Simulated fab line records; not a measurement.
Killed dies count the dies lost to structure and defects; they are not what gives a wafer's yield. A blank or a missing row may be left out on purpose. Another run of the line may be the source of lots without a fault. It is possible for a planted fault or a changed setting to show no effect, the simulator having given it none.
fab line records	flow gf180mcu
record lots=14	wafers=42	lastDay=34
route steps=602 shown STI@13 DNWELL@41 MVPSD@80 VT_IMPLANT@121
lots that met no fault: taken from a fault-free run of the same line
startH: hours from the record's first day to the start of the lot's first wafer shown	waitH: hours since the lot's step before	" the same as in the row above	L1.1+2: several wafers, shown together as one row	- no value present, or no start provided	* or withheld: withheld	< > ~ a bound
route shown NAME@n: NAME is a module with steps in the file, n the number in the route of the first one	usual: mean/standard deviation of fault-free wafers	same: alike in all rows	chamber/n: place in a boat	sites: each site's reading	_std_site: the values' standard deviation	_edge_site: inner sites' mean taken away from outer sites' mean	radiusMm: how far each site lies from the wafer's centre	mask NAME#n: copy n	behind: the tool/chamber that last shaped the wafer	hold: cause of the lot's hold/its duration in hours/its outcome	device: the transistor (n, p or np) that didn't switch	end of line: tests run on the same wafers once the route is complete	for a step that has no rows: nothing shown but its recipe	killed: count of dies lost to structure and defects at first sort (not the wafer's yield)	map: dies across one wafer; x = killed, . = not, _ = none there
set.NAME: the setting as run; set.NAME@STEP: as run at that earlier step	model.NAME: the simulator's own value behind a step, which no gauge read
route steps across a sampled set of lots; one table per step, one row per wafer
services: from which hour (startH, from the record's first day; less than 0 if before it) a tool's chamber was out of use, for how many hours, and why
## steps
# step GF_STI_CD_MEAS_12
# recipe targetCdNm=220
# usual cdNm=220.2/1.8
lot.wafer	tool	chamber	startH	waitH	cdNm
L117.1	cdSem-01	-	24.63	0.1	222.6
L117.2	"	-	"	"	221.8
L117.3	"	-	"	"	222.5
L119.2	cdSem-01	-	36.81	0.1	219.8
L119.4	"	-	"	"	220.6
L119.5	"	-	"	"	218.8
L122.2	cdSem-02	-	50.75	0.1	221.0
L122.5	"	-	"	"	222.5
L122.6	"	-	"	"	221.0
L123.2	cdSem-01	-	73.75	15.9	217.0
L123.3	"	-	"	"	217.4
L123.5	"	-	"	"	217.6
L125.3	cdSem-01	-	76.17	9.3	220.7
L125.4	"	-	"	"	221.7
L125.5	"	-	"	"	221.2
L126.1	cdSem-01	-	77.33	8.0	219.5
L126.2	"	-	"	"	218.3
L126.5	"	-	"	"	220.8
L128.1	cdSem-01	-	78.05	3.9	219.9
L128.2	"	-	"	"	219.2
L128.6	"	-	"	"	218.8
L129.2	cdSem-01	-	79.46	0.1	222.9
L129.4	"	-	"	"	221.8
L129.6	"	-	"	"	221.6
L133.1	cdSem-01	-	107.53	0.1	220.8
L133.3	"	-	"	"	221.7
L133.4	"	-	"	"	220.3
L134.2	cdSem-01	-	113.16	0.1	217.6
L134.5	"	-	"	"	217.1
L134.6	"	-	"	"	217.7
L136.2	cdSem-02	-	123.67	0.1	220.3
L136.5	"	-	"	"	221.1
L136.6	"	-	"	"	219.4
L137.1	cdSem-01	-	127.94	0.1	221.9
L137.3	"	-	"	"	222.3
L137.5	"	-	"	"	221.4
L139.2	cdSem-02	-	140.42	0.1	218.5
L139.5	"	-	"	"	217.7
L139.6	"	-	"	"	217.5
L140.2	cdSem-02	-	143.90	0.1	221.7
L140.4	"	-	"	"	220.5
L140.6	"	-	"	"	221.8
# step GF_DNWELL_TW_MEAS_09
# usual DNWELL_TW=1349/13
lot.wafer	tool	chamber	startH	waitH	DNWELL_TW
L117.1	filmMetro-02	-	41.54	0.1	1345
L117.2	"	-	"	"	1341
L117.3	"	-	"	"	1347
L119.2	filmMetro-02	-	53.65	0.1	1324
L119.4	"	-	"	"	1334
L119.5	"	-	"	"	1337
L122.2	filmMetro-01	-	67.61	0.1	1340
L122.5	"	-	"	"	1346
L122.6	"	-	"	"	1340
L123.2	filmMetro-02	-	94.85	0.1	1340
L123.3	"	-	"	"	1332
L123.5	"	-	"	"	1331
L125.3	filmMetro-02	-	98.76	0.1	1341
L125.4	"	-	"	"	1345
L125.5	"	-	"	"	1346
L126.1	filmMetro-03	-	99.34	0.1	1375
L126.2	"	-	"	"	1367
L126.5	"	-	"	"	1374
L128.1	filmMetro-02	-	99.69	0.1	1347
L128.2	"	-	"	"	1352
L128.6	"	-	"	"	1344
L129.2	filmMetro-03	-	102.95	0.1	1361
L129.4	"	-	"	"	1354
L129.6	"	-	"	"	1355
L133.1	filmMetro-01	-	126.94	0.1	1349
L133.3	"	-	"	"	1352
L133.4	"	-	"	"	1346
L134.2	filmMetro-01	-	133.16	0.1	1337
L134.5	"	-	"	"	1346
L134.6	"	-	"	"	1342
L136.2	filmMetro-01	-	144.20	0.1	1342
L136.5	"	-	"	"	1350
L136.6	"	-	"	"	1345
L137.1	filmMetro-02	-	148.34	0.1	1349
L137.3	"	-	"	"	1342
L137.5	"	-	"	"	1344
L139.2	filmMetro-02	-	167.06	0.1	1334
L139.5	"	-	"	"	1339
L139.6	"	-	"	"	1342
L140.2	filmMetro-03	-	167.25	0.1	1371
L140.4	"	-	"	"	1377
L140.6	"	-	"	"	1367
# step GF_MVPSD_COAT_02
# recipe spinRpm=2000	resistThkNm=3000
lot.wafer	tool	chamber	startH	waitH
L117.1+2+3	lithoTrack-02	0	76.55	0.1
L119.2+4+5	lithoTrack-02	0	88.53	0.1
L122.2+5+6	lithoTrack-02	0	103.63	0.1
L123.2+3+5	lithoTrack-03	0	146.67	0.1
L125.3+4+5	lithoTrack-03	0	152.09	0.1
L126.1+2+5	lithoTrack-02	0	152.20	0.1
L128.1+2+6	lithoTrack-03	0	152.69	0.1
L129.2+4+6	lithoTrack-02	0	155.98	0.1
L133.1+3+4	lithoTrack-04	0	182.49	0.1
L134.2+5+6	lithoTrack-03	0	189.47	0.1
L136.2+5+6	lithoTrack-03	0	202.17	0.1
L137.1+3+5	lithoTrack-03	0	206.54	0.1
L139.2+5+6	lithoTrack-04	0	228.16	0.1
L140.2+4+6	lithoTrack-02	0	228.53	0.1
# step GF_MVPSD_STRIP_10
# recipe chemistry=O2/N2	powerW=1400	pressureMtorr=1500	platenTempC=250	o2FlowSccm=3000	n2FlowSccm=300	overashFraction=0.5
# usual chamberPressureMTorr=1500.0/1.4	drypumpMotorCurrentA=5.7/0.32	heaterPowerW=313/40	oesProductAu=0.722/0.0049	stripTimeToEndpointS=36.99/0.11
lot.wafer	tool	chamber	startH	waitH	chamberPressureMTorr	drypumpMotorCurrentA	heaterPowerW	oesProductAu	rfHoursCounterH	stripTimeToEndpointS
L117.1	plasmaAsher-04	0	80.69	0.1	1500.3	5.2	377	0.720	48	36.83
L117.2	"	1	"	"	1500.5	5.6	304	0.715	48	36.89
L117.3	"	1	"	"	1499.2	5.7	312	0.723	-	36.95
L119.2	plasmaAsher-02	0	96.04	0.1	1500.5	5.9	313	0.721	52	36.89
L119.4	"	1	"	"	1500.6	6.2	331	0.726	-	36.99
L119.5	"	0	"	"	1501.1	5.9	301	0.721	-	36.82
L122.2	plasmaAsher-04	0	110.87	0.1	1499.6	5.2	373	0.722	50	37.10
L122.5	"	1	"	"	1499.7	5.7	308	0.720	-	37.02
L122.6	"	0	"	"	1501.5	5.2	380	0.722	-	37.20
L123.2	plasmaAsher-04	0	155.38	0.1	1499.6	5.2	384	0.717	55	37.24
L123.3	"	0	"	"	1499.5	5.2	371	0.729	-	36.95
L123.5	"	0	"	"	1500.2	5.2	380	0.725	-	37.02
L125.3	plasmaAsher-03	0	160.42	0.1	1499.9	5.8	257	0.723	-	37.03
L125.4	"	1	"	"	1498.1	5.4	259	0.724	-	36.92
L125.5	"	1	"	"	1499.7	5.4	259	0.726	-	36.98
L126.1	plasmaAsher-02	1	160.68	0.1	1498.8	6.2	337	0.720	59	36.74
L126.2	"	0	"	"	1499.0	5.8	309	0.717	59	20.17
L126.5	"	1	"	"	1501.1	6.1	334	0.716	-	20.14
L128.1	plasmaAsher-03	0	161.03	0.1	1496.3	5.8	251	0.720	25	36.97
L128.2	"	1	"	"	1501.6	5.4	256	0.710	25	37.01
L128.6	"	0	"	"	1499.5	5.8	253	0.726	-	37.01
L129.2	plasmaAsher-03	1	163.89	0.1	1499.1	5.4	262	0.709	26	20.10
L129.4	"	1	"	"	1500.7	5.4	259	0.719	-	36.72
L129.6	"	0	"	"	1497.2	5.8	260	0.719	-	36.70
L133.1	plasmaAsher-04	1	191.73	0.1	1497.8	5.6	308	0.725	59	37.04
L133.3	"	1	"	"	1500.1	5.6	303	0.730	-	37.13
L133.4	"	0	"	"	1501.5	5.2	369	0.717	-	37.13
L134.2	plasmaAsher-03	0	198.68	0.1	1500.7	5.8	262	0.722	28	36.94
L134.5	"	0	"	"	1498.4	5.8	257	0.725	-	36.92
L134.6	"	1	"	"	1501.6	5.4	254	0.726	-	36.96
L136.2	plasmaAsher-03	1	211.73	0.1	1499.4	5.4	258	0.724	29	36.82
L136.5	"	1	"	"	1499.3	5.4	267	0.725	-	36.82
L136.6	"	0	"	"	1501.7	5.8	253	0.716	-	36.94
L137.1	plasmaAsher-02	0	216.39	0.1	1500.0	5.9	300	0.711	66	37.12
L137.3	"	0	"	"	1501.6	5.9	311	0.717	-	37.06
L137.5	"	0	"	"	1502.9	5.9	314	0.718	-	37.03
L139.2	plasmaAsher-02	0	237.77	0.1	1500.0	5.9	309	0.725	68	36.96
L139.5	"	1	"	"	1498.6	6.1	332	0.725	-	36.98
L139.6	"	0	"	"	1497.2	5.9	305	0.726	-	37.10
L140.2	plasmaAsher-04	1	238.09	0.1	1499.7	5.7	302	0.721	63	36.97
L140.4	"	0	"	"	1501.8	5.2	383	0.729	-	37.01
L140.6	"	1	"	"	1500.3	5.7	304	0.726	-	37.01
# step GF_VT_IMPLANT_STRIP_31
# recipe chemistry=O2/N2	powerW=1400	pressureMtorr=1500	platenTempC=250	o2FlowSccm=3000	n2FlowSccm=300	overashFraction=0.5
# usual chamberPressureMTorr=1500.1/1.5	drypumpMotorCurrentA=5.80/0.3	heaterPowerW=307/30	oesProductAu=0.715/0.0046	stripTimeToEndpointS=12.65/0.031
lot.wafer	tool	chamber	startH	waitH	chamberPressureMTorr	drypumpMotorCurrentA	heaterPowerW	oesProductAu	rfHoursCounterH	stripTimeToEndpointS
L117.1	plasmaAsher-01	0	123.02	0.1	1502.7	5.39	341	0.710	1	12.70
L117.2	"	1	"	"	1499.6	6.03	290	0.713	1	12.69
L117.3	"	0	"	"	1501.4	5.39	345	0.720	-	12.66
L119.2	plasmaAsher-02	0	141.27	0.1	1500.6	5.88	312	0.713	57	12.62
L119.4	"	0	"	"	1500.6	5.89	303	0.712	-	12.61
L119.5	"	1	"	"	1499.7	6.13	333	0.718	-	12.65
L122.2	plasmaAsher-01	1	157.66	0.1	1500.3	6.00	300	0.717	4	12.61
L122.5	"	1	"	"	1502.3	6.01	296	0.720	-	12.65
L122.6	"	0	"	"	1498.5	5.35	339	0.711	-	12.60
L123.2	plasmaAsher-02	1	205.62	0.1	1500.9	6.13	337	0.713	64	12.68
L123.3	"	0	"	"	1502.0	5.88	310	0.713	-	12.67
L123.5	"	1	"	"	1495.9	6.14	338	0.723	-	12.66
L125.3	plasmaAsher-02	0	210.57	0.1	1498.3	5.89	313	0.713	-	12.58
L125.4	"	1	"	"	1500.9	6.10	333	0.720	-	12.58
L125.5	"	0	"	"	1495.7	5.87	316	0.703	-	12.61
L126.1	plasmaAsher-03	0	212.91	0.1	1498.8	5.80	262	0.709	30	12.67
L126.2	"	1	"	"	1501.4	5.38	259	0.714	30	12.67
L126.5	"	1	"	"	1501.1	5.36	256	0.716	-	12.66
L128.1	plasmaAsher-01	0	213.14	0.1	1501.3	5.35	338	0.718	10	12.72
L128.2	"	1	"	"	1501.5	5.99	311	0.716	10	12.71
L128.6	"	0	"	"	1498.1	5.34	342	0.713	-	12.72
L129.2	plasmaAsher-01	1	216.07	0.1	1500.7	6.02	296	0.722	10	12.62
L129.4	"	0	"	"	1502.2	5.37	344	0.717	-	12.62
L129.6	"	1	"	"	1500.1	6.01	294	0.719	-	12.62
L133.1	plasmaAsher-02	1	245.37	0.1	1497.3	6.14	336	0.717	69	12.61
L133.3	"	0	"	"	1499.1	5.86	297	0.705	-	12.64
L133.4	"	1	"	"	1501.5	6.15	335	0.712	-	12.63
L134.2	plasmaAsher-02	0	253.54	0.1	1498.0	5.86	317	0.710	70	12.62
L134.5	"	0	"	"	1499.3	5.88	303	0.712	-	12.68
L134.6	"	1	"	"	1500.0	6.13	338	0.717	-	12.65
L136.2	plasmaAsher-01	0	268.66	0.1	1499.4	5.37	344	0.710	15	12.62
L136.5	"	0	"	"	1501.8	5.37	350	0.715	-	12.64
L136.6	"	1	"	"	1498.7	6.00	298	0.709	-	12.68
L137.1	plasmaAsher-01	0	272.54	0.1	1498.3	5.34	341	0.719	15	12.63
L137.3	"	1	"	"	1500.0	6.00	306	0.715	-	12.65
L137.5	"	1	"	"	1497.5	6.00	303	0.709	-	12.63
L139.2	plasmaAsher-01	1	295.76	0.1	1499.7	6.02	308	0.713	18	12.68
L139.5	"	1	"	"	1498.3	6.00	309	0.714	-	12.65
L139.6	"	0	"	"	1499.6	5.34	347	0.717	-	12.63
L140.2	plasmaAsher-01	1	296.09	0.1	1499.6	6.04	299	0.718	18	12.69
L140.4	"	1	"	"	1500.7	6.01	302	0.722	-	12.68
L140.6	"	0	"	"	1500.5	5.39	343	0.717	-	12.65
## services
tool	chamber	startH	hours	kind
plasmaAsher-04	-	92.97	7.4	repair
plasmaAsher-01	-	108.75	9.0	pm
plasmaAsher-01	0	108.75	9.0	ventCycle
plasmaAsher-01	1	108.75	9.0	ventCycle
plasmaAsher-01	0	117.75	-	clean
plasmaAsher-01	1	117.75	-	clean
plasmaAsher-01	-	171.73	3.5	repair
plasmaAsher-01	-	174.44	0.9	repair
plasmaAsher-03	-	184.06	10.7	repair
plasmaAsher-04	-	185.90	3.0	repair
plasmaAsher-03	-	206.08	2.8	pm
plasmaAsher-02	-	260.49	0.5	repair
plasmaAsher-02	-	289.53	2.8	pm
## key
firstSign step=GF_MVPSD_STRIP_10	reading=stripTimeToEndpointS	direction=down	sigmas=99+	usual=*	struck=*
effect none on later readings
metAt GF_MVPSD_COAT_02
struckLots L126,L129
struckWafers L126.2,L126.5,L129.2
sortLeftOut L126.2,L126.5,L129.2
testerLeftOut L126,L129
notActingAt GF_STI_CD_MEAS_12,GF_DNWELL_TW_MEAS_09,GF_VT_IMPLANT_STRIP_31
onsetBetween 103.63 152.20
fault kind=processParameterDrift	tool=lithoTrack-02	chamber=-	onsetH=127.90	steps=GF_MVPSD_COAT_02	channel=resistThkNm	offset=*	shape=step	endH=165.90	scope=struckWafersOnly	actsIn=*	stated=*
# testerLeftOut: of these lots the tester's yield and bins aren't shown, on N5 and GAA mostly nor the transistor test; their killed dies are dies lost to structure and defects alone, not to doping, threshold or leakage, so they don't give the yield
# sortLeftOut: the simulated sort isn't trusted on such a fault, so these wafers' sort isn't shown, and their yield isn't known
